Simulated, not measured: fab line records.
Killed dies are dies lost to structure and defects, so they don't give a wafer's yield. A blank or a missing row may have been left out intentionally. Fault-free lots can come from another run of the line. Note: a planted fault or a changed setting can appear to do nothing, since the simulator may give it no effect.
Chamber matching    flow sky130    rie-diel-02 running SKY_PASSIVATION_ETCH_11: 4 sister chambers
The step etches the open film in CF4/O2, stops on AlCu, target depth 725 nm, time 161.1 s. 4 wafers are shown with their chamber, then 10 later ones without.

## WAFERS PAIRED WITH THEIR CHAMBERS
wafer   chamber  drypump-motor-current-A (A)
L083.6  3        5.7
L087.2  0        6.3
L091.1  2        6.3
L091.2  1        5.6

## WAFERS WITHOUT THEIR CHAMBER
wafer   drypump-motor-current-A (A)
L091.4  5.7
L089.2  5.6
L089.4  6.3
L089.5  5.7
L093.3  6.3
L093.4  5.7
L093.6  6.2
L094.1  5.7
L094.5  6.3
L094.6  5.7

## THE CHAMBER EACH PASSED THROUGH
wafer   from the rows above      in truth
L091.4  3                        3
L089.2  1                        1
L089.4  can't be placed: 0 or 2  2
L089.5  3                        3
L093.3  can't be placed: 0 or 2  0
L093.4  3                        3
L093.6  can't be placed: 0 or 2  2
L094.1  3                        3
L094.5  can't be placed: 0 or 2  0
L094.6  3                        3
Correctly placed: 6 of 10. Unplaceable from these rows: 4, with the true chamber sitting among the candidates in 4. 0 placed wrongly.
How it was worked out, from the rows above alone: a wafer's distance from a chamber is the root of the sum, over the readings, of the square of ((its reading less the chamber's mean) divided by the reading's scatter). If the next closest chamber is less than 2 further off than the closest, the wafer can't be placed; otherwise it belongs to the closest. The mean given for a chamber averages the wafers shown for that chamber. The scatter: with one shown wafer a chamber, the root of the mean of the squares of how far each hidden wafer lies from its nearest shown one.
